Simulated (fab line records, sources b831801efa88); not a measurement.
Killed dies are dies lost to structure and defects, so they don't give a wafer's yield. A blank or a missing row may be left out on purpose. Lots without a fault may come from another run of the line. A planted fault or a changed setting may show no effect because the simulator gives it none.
fab line records | flow gf180mcu | part 2 of 2: steps 27 to 38 of 38
record lots=5 wafers=15 last_day=34
route steps=602 shown DUAL_GATE@147 POLY_GATE@157 HV_LDD@176
lots that met no fault: from a run of the same line without faults
start_h: hours from the record's first day to the start of the lot's first wafer shown | wait_h: hours since the lot's step before | " the same as in the row above | L1.1+2: a row that stands for several wafers | - no value, or no start given | * or withheld: withheld | < > ~ a bound
route shown NAME@n: a module of which the file shows steps, and the number in the route of the first | usual: mean/standard deviation of fault-free wafers | same: alike in all rows | chamber/n: place in a boat | sites: the reading at each site | _std_site: their standard deviation | _edge_site: outer sites' mean less inner sites' | radius_mm: how far each site lies from the wafer's centre | mask NAME#n: copy n | behind: the tool/chamber that last shaped the wafer | hold: why the lot was held/for how many hours/how that ended | device: the transistor (n, p or np) that didn't switch | end of line: the same wafers' tests at the end of the route | a step without rows: its recipe alone | killed: dies lost to structure and defects at the first sort, not the wafer's yield | map: a wafer's dies, x killed, . not, _ none there
set.NAME: the setting as run; set.NAME@STEP: as run at that earlier step | model.NAME: the simulator's own value behind a step, which no gauge read
lots at some steps of the route; a table a step, a row a wafer
services: from which hour (start_h, from the record's first day; less than 0 if before it) a tool's chamber was out of use, for how many hours, and why
## steps
# step GF_POLY_GATE_OXIDATION_16
# recipe temp_c=850 ambient=O2 stabilise_s=600 purge_s=300 target_thk_a=40 ox_time_s=899
# usual spike_tc_top_C=863.4/1.5 spike_tc_upper_C=849.1/1.2
# same stabilise_s=600
# columns lot.wafer tool chamber start_h wait_h spike_tc_top_C spike_tc_upper_C
L079.1 furnace-01 0 233.49 0.9 864.0 847.6
L079.2 " 0 " " 863.5 848.6
L079.4 " 0 " " 864.5 848.5
L087.1 furnace-02 0 295.82 0.0 862.4 851.1
L087.2 " 0 " " 860.5 850.2
L087.4 " 0 " " 861.7 849.7
L090.4 furnace-01 0 323.96 0.6 864.0 848.8
L090.5 " 0 " " 864.6 847.9
L090.6 " 0 " " 863.9 849.4
L095.2 furnace-01 0 345.91 0.0 864.9 849.2
L095.4 " 0 " " 863.5 848.4
L095.6 " 0 " " 862.6 848.5
L096.2 furnace-02 0 362.26 0.0 861.8 848.5
L096.4 " 0 " " 862.0 850.6
L096.6 " 0 " " 862.6 848.2
# step GF_POLY_GATE_THK_MEAS_17
# recipe reads=SiO2_of_POLY_GATE_OXIDATION_16
# usual POLY_GATE_OXIDATION_THK=4.00/0.087
# columns lot.wafer tool chamber start_h wait_h POLY_GATE_OXIDATION_THK[nm]
L079.1 film_metro-03 - 234.74 0.0 4.21
L079.2 " - " " 4.10
L079.4 " - " " 4.15
L087.1 film_metro-04 - 297.07 0.0 4.04
L087.2 " - " " 3.85
L087.4 " - " " 4.02
L090.4 film_metro-01 - 325.24 0.0 4.03
L090.5 " - " " 4.06
L090.6 " - " " 4.05
L095.2 film_metro-03 - 347.17 0.0 3.94
L095.4 " - " " 4.03
L095.6 " - " " 4.04
L096.2 film_metro-04 - 363.52 0.0 3.97
L096.4 " - " " 4.04
L096.6 " - " " 4.03
# step GF_POLY_GATE_CD_MEAS_18
# usual cd_nm=280.0/1.7
# columns lot.wafer tool chamber start_h wait_h cd_nm
L079.1 cd_sem-01 - 234.80 0.1 279.8
L079.2 " - " " 280.1
L079.4 " - " " 281.4
L087.1 cd_sem-02 - 297.13 0.1 279.5
L087.2 " - " " 279.0
L087.4 " - " " 277.4
L090.4 cd_sem-02 - 325.36 0.1 279.9
L090.5 " - " " 280.2
L090.6 " - " " 278.3
L095.2 cd_sem-01 - 347.25 0.1 280.4
L095.4 " - " " 280.8
L095.6 " - " " 281.4
L096.2 cd_sem-02 - 363.60 0.1 278.4
L096.4 " - " " 280.1
L096.6 " - " " 278.7
# step GF_HV_LDD_DEHYDRATE_00
# recipe temp_c=200 time_s=60
# usual plate_temp_C=199.98/0.14
# columns lot.wafer tool chamber start_h wait_h plate_temp_C
L079.1 litho_track-02 0 242.86 8.0 199.98
L079.2 " 0 " " 200.21
L079.4 " 0 " " 200.10
L087.1 litho_track-04 0 306.80 9.6 199.85
L087.2 " 0 " " 200.12
L087.4 " 0 " " 200.14
L090.4 litho_track-01 0 335.53 10.1 200.16
L090.5 " 0 " " 200.21
L090.6 " 0 " " 200.13
L095.2 litho_track-04 0 357.47 10.2 199.87
L095.4 " 0 " " 199.85
L095.6 " 0 " " 199.95
L096.2 litho_track-04 0 373.87 10.2 200.19
L096.4 " 0 " " 200.15
L096.6 " 0 " " 200.22
# step GF_HV_LDD_HMDS_01
# recipe prime_time_s=60 prime_temp_c=120
# columns lot.wafer tool chamber start_h wait_h
L079.1+2+4 litho_track-02 0 243.01 0.1
L087.1+2+4 litho_track-04 0 306.95 0.1
L090.4+5+6 litho_track-01 0 335.68 0.1
L095.2+4+6 litho_track-04 0 357.62 0.1
L096.2+4+6 litho_track-04 0 374.02 0.1
# step GF_HV_LDD_COAT_02
# recipe resist=NOVOLAK spin_rpm=3000 resist_thk_nm=1000
# columns lot.wafer tool chamber start_h wait_h
L079.1+2+4 litho_track-02 0 243.16 0.1
L087.1+2+4 litho_track-04 0 307.10 0.1
L090.4+5+6 litho_track-01 0 335.83 0.1
L095.2+4+6 litho_track-04 0 357.77 0.1
L096.2+4+6 litho_track-04 0 374.17 0.1
# step GF_HV_LDD_SOFTBAKE_03
# recipe temp_c=90 time_s=60 resist=NOVOLAK
# usual plate_temp_C=90.00/0.13
# columns lot.wafer tool chamber start_h wait_h plate_temp_C
L079.1 litho_track-02 0 243.31 0.1 90.07
L079.2 " 0 " " 89.78
L079.4 " 0 " " 89.70
L087.1 litho_track-04 0 307.25 0.1 89.93
L087.2 " 0 " " 90.04
L087.4 " 0 " " 90.06
L090.4 litho_track-01 0 335.98 0.1 90.01
L090.5 " 0 " " 89.87
L090.6 " 0 " " 90.07
L095.2 litho_track-04 0 357.92 0.1 90.05
L095.4 " 0 " " 90.24
L095.6 " 0 " " 89.99
L096.2 litho_track-04 0 374.32 0.1 90.06
L096.4 " 0 " " 89.86
L096.6 " 0 " " 90.02
# step GF_HV_LDD_EXPOSE_04
# recipe mask_id=Nplus_LV_AREA target_cd_nm=400 na=0.6 source_shape=conventional sigma_outer=0.6 dose_mj=142.7
# usual stage_vel_mm_s=499.98/0.27
# columns lot.wafer tool chamber start_h wait_h mask stage_vel_mm_s
L079.1 iline_stepper-02 0 - - Nplus_LV_AREA#0 499.87
L079.2 " 0 " " Nplus_LV_AREA#0 499.96
L079.4 " 0 " " Nplus_LV_AREA#0 499.72
L087.1 iline_stepper-02 0 - - Nplus_LV_AREA#0 499.69
L087.2 " 0 " " Nplus_LV_AREA#0 500.35
L087.4 " 0 " " Nplus_LV_AREA#0 500.36
L090.4 iline_stepper-01 0 - - Nplus_LV_AREA#0 499.34
L090.5 " 0 " " Nplus_LV_AREA#0 499.37
L090.6 " 0 " " Nplus_LV_AREA#0 499.41
L095.2 iline_stepper-01 0 - - Nplus_LV_AREA#0 499.88
L095.4 " 0 " " Nplus_LV_AREA#0 499.56
L095.6 " 0 " " Nplus_LV_AREA#0 500.26
L096.2 iline_stepper-01 0 - - Nplus_LV_AREA#0 500.12
L096.4 " 0 " " Nplus_LV_AREA#0 500.58
L096.6 " 0 " " Nplus_LV_AREA#0 500.12
# step GF_HV_LDD_PEB_05
# recipe temp_c=withheld time_s=* resist=NOVOLAK
# columns lot.wafer tool chamber start_h wait_h
L079.1+2+4 litho_track-04 0 - -
L087.1+2+4 litho_track-04 0 - -
L090.4+5+6 litho_track-04 0 - -
L095.2+4+6 litho_track-04 0 - -
L096.2+4+6 litho_track-01 0 - -
# step GF_HV_LDD_DEVELOP_06
# recipe develop_time_s=60 dev_temp_c=23
# columns lot.wafer tool chamber start_h wait_h
L079.1+2+4 litho_track-04 0 253.15 0.1
L087.1+2+4 litho_track-04 0 317.90 0.1
L090.4+5+6 litho_track-04 0 346.67 0.1
L095.2+4+6 litho_track-04 0 368.72 0.1
L096.2+4+6 litho_track-01 0 385.28 0.1
# step GF_HV_LDD_CD_MEAS_07
# recipe target_cd_nm=400
# usual cd_nm=400.3/2.5
# columns lot.wafer tool chamber start_h wait_h cd_nm
L079.1 cd_sem-02 - 253.30 0.1 396.5
L079.2 " - " " 398.9
L079.4 " - " " 396.9
L087.1 cd_sem-02 - 318.05 0.1 400.4
L087.2 " - " " 401.5
L087.4 " - " " 400.6
L090.4 cd_sem-01 - 346.81 0.1 398.3
L090.5 " - " " 398.2
L090.6 " - " " 397.2
L095.2 cd_sem-02 - 368.87 0.1 401.4
L095.4 " - " " 400.0
L095.6 " - " " 401.5
L096.2 cd_sem-01 - 385.43 0.1 398.9
L096.4 " - " " 397.8
L096.6 " - " " 400.3
# step GF_HV_LDD_OVL_MEAS_08
# usual HV_LDD_OVL=0.7/1.4
# columns lot.wafer tool chamber start_h wait_h HV_LDD_OVL[nm]
L079.1 overlay-01 - 253.42 0.1 2.3
L079.2 " - " " 1.9
L079.4 " - " " 0.4
L087.1 overlay-01 - 318.17 0.1 2.1
L087.2 " - " " -0.4
L087.4 " - " " 0.5
L090.4 overlay-02 - 346.89 0.1 0.0
L090.5 " - " " -1.1
L090.6 " - " " 1.3
L095.2 overlay-02 - 368.97 0.1 3.5
L095.4 " - " " 2.8
L095.6 " - " " 1.3
L096.2 overlay-01 - 385.53 0.1 -2.2
L096.4 " - " " 0.4
L096.6 " - " " -0.1
## services
# columns tool chamber start_h hours kind
rie_diel-03 1 185.65 2.7 repair
krf_scanner-01 - 191.13 0.9 repair
rie_diel-03 0 203.77 2.6 repair
wet_bench-02 - 230.72 17.4 repair
iline_stepper-01 - 244.29 1.7 pm
plasma_asher-01 - 246.54 2.0 repair
rie_si-01 - 252.53 0.6 repair
furnace-02 - 262.41 3.5 pm
plasma_asher-02 - 271.79 1.5 repair
wet_bench-04 - 275.33 2.4 repair
krf_scanner-01 - 275.98 0.8 pm
krf_scanner-01 - 280.35 0.8 pm
rie_diel-03 - 281.95 2.8 pm
rie_diel-03 1 297.69 3.1 repair
lpcvd-01 - 318.46 2.8 pm
rie_diel-03 2 326.93 3.3 repair
krf_scanner-01 - 327.38 8.9 repair
furnace-02 - 329.91 2.9 pm
krf_scanner-01 - 336.31 1.0 pm
krf_scanner-01 - 338.59 1.3 pm
furnace-01 - 338.82 3.3 pm
iline_stepper-01 - 353.34 2.0 repair
krf_scanner-01 - 355.80 22.9 repair
rie_si-01 - 376.08 0.1 repair
